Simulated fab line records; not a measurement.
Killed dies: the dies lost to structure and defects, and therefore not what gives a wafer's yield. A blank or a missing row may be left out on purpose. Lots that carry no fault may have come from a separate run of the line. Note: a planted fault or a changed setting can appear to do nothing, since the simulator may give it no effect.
fab line records | flow sky130
record lots=6 wafers=18 last-day=50
route steps=708 shown LDD_P@259 LDD_HVN@267
lots untouched by any fault: they come from a run of this same line in which no faults occurred
start-h: hours from the record's opening day to when the first of the lot's shown wafers began | wait-h: how many hours have passed since the lot's step before this one | " as in the row above | L1.1+2: a single row standing in for several wafers | - value missing, or start not given | * or withheld: withheld | < > ~ a bound
route shown NAME@n: NAME is a module with steps in the file, n the number in the route of the first one | usual: mean/standard deviation taken from wafers without a fault | same: alike in all rows | chamber/n: place in a boat | sites: the reading at each site | _std_site: the standard deviation of these | _edge_site: outer sites' mean less inner sites' | radius-mm: how far each site lies from the wafer's centre | mask NAME#n: copy n | behind: the last tool/chamber to shape the wafer | hold: why the lot went on hold/how many hours it stayed there/how the hold came to an end | device: names the non-switching transistor (n, p or np) | end of line: tests run on the same wafers once the route is complete | a step with no rows: only its recipe | killed: dies lost to structure and defects at the first sort, not the wafer's yield | map: dies across one wafer; x = killed, . = not, _ = none there
set.NAME: the setting as run; set.NAME@STEP: as run at that earlier step | model.NAME: the simulator's own value behind a step, which no gauge read
lots at some steps of the route; a table a step, a row a wafer
services: a tool's chamber out of use, with start hour (start-h, from the record's first day; less than 0 if before it), hours out, and reason
## steps
# step SKY_LDD_P_EXPOSE_04
# recipe mask-id=PSDM na=0.6 source-shape=conventional sigma-outer=0.6 polarization=unpolarized target-cd-nm=380 dose-mj=138
# step SKY_LDD_P_PEB_05
# recipe temp-c=withheld time-s=* resist=NOVOLAK
# step SKY_LDD_P_DEVELOP_06
# recipe resist=NOVOLAK developer=TMAH develop-time-s=60 dev-temp-c=23
# step SKY_LDD_P_CD_MEAS_07
# recipe target-cd-nm=380
# usual cd-nm=380.5/2.6
# columns lot.wafer tool chamber start-h wait-h cd-nm
L867.1 cd-sem-02 - 426.15 0.1 379.9
L867.4 " - " " 381.1
L867.6 " - " " 381.6
L872.1 cd-sem-01 - 489.75 0.1 382.7
L872.2 " - " " 382.7
L872.4 " - " " 378.5
L874.1 cd-sem-02 - 496.11 0.1 380.1
L874.3 " - " " 382.5
L874.5 " - " " 385.2
L881.2 cd-sem-02 - 557.03 0.1 381.2
L881.3 " - " " 382.9
L881.4 " - " " 382.8
L882.1 cd-sem-01 - 558.56 0.1 381.3
L882.3 " - " " 381.6
L882.6 " - " " 379.6
L890.1 cd-sem-02 - 633.10 0.1 378.3
L890.4 " - " " 379.8
L890.6 " - " " 376.8
# step SKY_LDD_P_OVL_MEAS_08
# usual LDD_P_OVL=-1.3/1.4
# columns lot.wafer tool chamber start-h wait-h LDD_P_OVL[nm]
L867.1 overlay-01 - 426.27 0.1 0.8
L867.4 " - " " 0.3
L867.6 " - " " -0.3
L872.1 overlay-01 - 489.87 0.1 -1.4
L872.2 " - " " -1.7
L872.4 " - " " -2.0
L874.1 overlay-02 - 496.25 0.1 -3.8
L874.3 " - " " -1.1
L874.5 " - " " -2.1
L881.2 overlay-01 - 557.14 0.1 -3.5
L881.3 " - " " -2.1
L881.4 " - " " -2.5
L882.1 overlay-02 - 558.68 0.1 -1.5
L882.3 " - " " 0.4
L882.6 " - " " 1.2
L890.1 overlay-01 - 633.22 0.1 -1.8
L890.4 " - " " -1.4
L890.6 " - " " -0.1
# step SKY_LDD_P_IMPLANT_09
# recipe species=BF2 energy-kev=25 dose-cm2=1e+13 tilt-deg=withheld
# step SKY_LDD_P_STRIP_10
# recipe chemistry=O2/N2 power-w=1400 pressure-mtorr=1500 platen-temp-c=withheld o2-flow-sccm=3000 n2-flow-sccm=300 overash-fraction=0.5
# usual drypump-motor-current-A=5.7/0.6 oes-product-au=0.716/0.0047 strip-time-to-endpoint-s=14.19/0.037
# columns lot.wafer tool chamber start-h wait-h drypump-motor-current-A oes-product-au rf-hours-counter-h strip-time-to-endpoint-s
L867.1 plasma-asher-04 0 426.46 0.1 6.6 0.718 60 14.26
L867.4 " 0 " " 6.6 0.710 - 14.25
L867.6 " 1 " " 5.4 0.714 - 14.25
L872.1 plasma-asher-04 1 490.06 0.1 5.4 0.715 66 14.19
L872.2 " 0 " " 6.6 0.718 66 14.18
L872.4 " 0 " " 6.6 0.708 - 14.20
L874.1 plasma-asher-04 1 496.43 0.1 5.4 0.713 67 14.20
L874.3 " 1 " " 5.4 0.724 - 14.17
L874.5 " 0 " " 6.6 0.719 - 14.22
L881.2 plasma-asher-04 1 557.32 0.1 5.4 0.727 73 14.14
L881.3 " 1 " " 5.4 0.721 - 14.15
L881.4 " 0 " " 6.7 0.719 - 14.17
L882.1 plasma-asher-03 0 558.87 0.1 6.1 0.714 42 14.21
L882.3 " 0 " " 6.1 0.722 - 14.17
L882.6 " 1 " " 5.1 0.723 - 14.20
L890.1 plasma-asher-01 0 633.41 0.1 5.7 0.715 20 14.14
L890.4 " 0 " " 5.7 0.710 - 14.22
L890.6 " 0 " " 5.7 0.710 - 14.18
# step SKY_LDD_P_TW_MEAS_11
# usual LDD_P_TW=632/5.9
# columns lot.wafer tool chamber start-h wait-h LDD_P_TW
L867.1 film-metro-02 - 426.56 0.1 632
L867.4 " - " " 636
L867.6 " - " " 635
L872.1 film-metro-03 - 490.16 0.1 638
L872.2 " - " " 643
L872.4 " - " " 644
L874.1 film-metro-03 - 496.53 0.1 640
L874.3 " - " " 640
L874.5 " - " " 642
L881.2 film-metro-02 - 557.43 0.1 629
L881.3 " - " " 627
L881.4 " - " " 630
L882.1 film-metro-04 - 558.97 0.1 619
L882.3 " - " " 623
L882.6 " - " " 621
L890.1 film-metro-04 - 633.51 0.1 620
L890.4 " - " " 624
L890.6 " - " " 626
# step SKY_LDD_HVN_DEHYDRATE_00
# recipe temp-c=200 time-s=60
# step SKY_LDD_HVN_HMDS_01
# recipe prime-time-s=60 prime-temp-c=120
# step SKY_LDD_HVN_COAT_02
# recipe resist=NOVOLAK spin-rpm=3000 resist-thk-nm=300
# step SKY_LDD_HVN_SOFTBAKE_03
# recipe temp-c=90 time-s=60 resist=NOVOLAK
# step SKY_LDD_HVN_EXPOSE_04
# recipe mask-id=HVNTM na=0.6 source-shape=conventional sigma-outer=0.6 polarization=unpolarized target-cd-nm=700 dose-mj=127
# usual exposure-dose-mJ-cm2=126.99/0.12 focus-offset-nm=0.1/0.44
# columns lot.wafer tool chamber start-h wait-h mask exposure-dose-mJ-cm2 focus-offset-nm
L867.1 iline-stepper-01 0 440.87 - HVNTM#0 126.96 -0.4
L867.4 " 0 " " HVNTM#0 127.15 0.3
L867.6 " 0 " " HVNTM#0 126.96 0.5
L872.1 iline-stepper-01 - 505.14 - HVNTM#0 - -
L872.2 " - " " HVNTM#0 - -
L872.4 " - " " HVNTM#0 - -
L874.1 iline-stepper-02 - 511.74 - HVNTM#0 - -
L874.3 " - " " HVNTM#0 - -
L874.5 " - " " HVNTM#0 - -
L881.2 iline-stepper-02 0 572.04 - HVNTM#0 127.14 0.2
L881.3 " 0 " " HVNTM#0 126.83 0.5
L881.4 " 0 " " HVNTM#0 127.03 0.5
L882.1 iline-stepper-02 0 573.56 - HVNTM#0 127.18 0.3
L882.3 " 0 " " HVNTM#0 127.27 -0.1
L882.6 " 0 " " HVNTM#0 127.08 -0.3
L890.1 iline-stepper-01 0 648.12 - HVNTM#0 127.08 -0.3
L890.4 " 0 " " HVNTM#0 126.93 0.2
L890.6 " 0 " " HVNTM#0 126.83 0.1
# step SKY_LDD_HVN_PEB_05
# recipe temp-c=withheld time-s=* resist=NOVOLAK
## services
# columns tool chamber start-h hours kind
plasma-asher-01 - 402.99 1.4 repair
plasma-asher-04 - 413.49 8.0 repair
plasma-asher-01 - 421.25 9.0 pm
plasma-asher-01 0 421.25 9.0 vent-cycle
plasma-asher-01 1 421.25 9.0 vent-cycle
plasma-asher-01 0 430.25 - clean
plasma-asher-01 1 430.25 - clean
iline-stepper-01 - 444.58 1.2 repair
iline-stepper-01 - 470.84 1.7 pm
iline-stepper-01 0 512.83 - calibration
iline-stepper-02 0 536.64 - calibration
iline-stepper-01 - 545.57 20.2 repair
iline-stepper-02 - 546.18 1.1 repair
iline-stepper-01 - 562.46 0.8 repair
iline-stepper-01 - 577.68 13.0 repair
iline-stepper-02 - 590.69 1.7 pm
iline-stepper-01 - 638.27 3.9 repair
## key
first-sign step=SKY_LDD_HVN_EXPOSE_04 reading=tool-record direction=missing
effect none on later readings
met-at SKY_LDD_HVN_EXPOSE_04
struck-wafers L872.1,L872.2,L872.4,L874.1,L874.3,L874.5
sort-left-out L872.1,L872.2,L872.4,L874.1,L874.3,L874.5
tester-left-out L872,L874
onset-between 440.87 505.14
fault kind=skipped-step-whole tool=iline-stepper-01,iline-stepper-02 chamber=- onset-h=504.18 steps=SKY_LDD_HVN_EXPOSE_04 scope=struck-lots-only
# tester-left-out: of these lots the tester's yield and bins aren't shown, on N5 and GAA mostly nor the transistor test; their killed dies are dies lost to structure and defects alone, not to doping, threshold or leakage, so they don't give the yield
# sort-left-out: the simulated sort isn't trusted on such a fault, so these wafers' sort isn't shown, and their yield isn't known
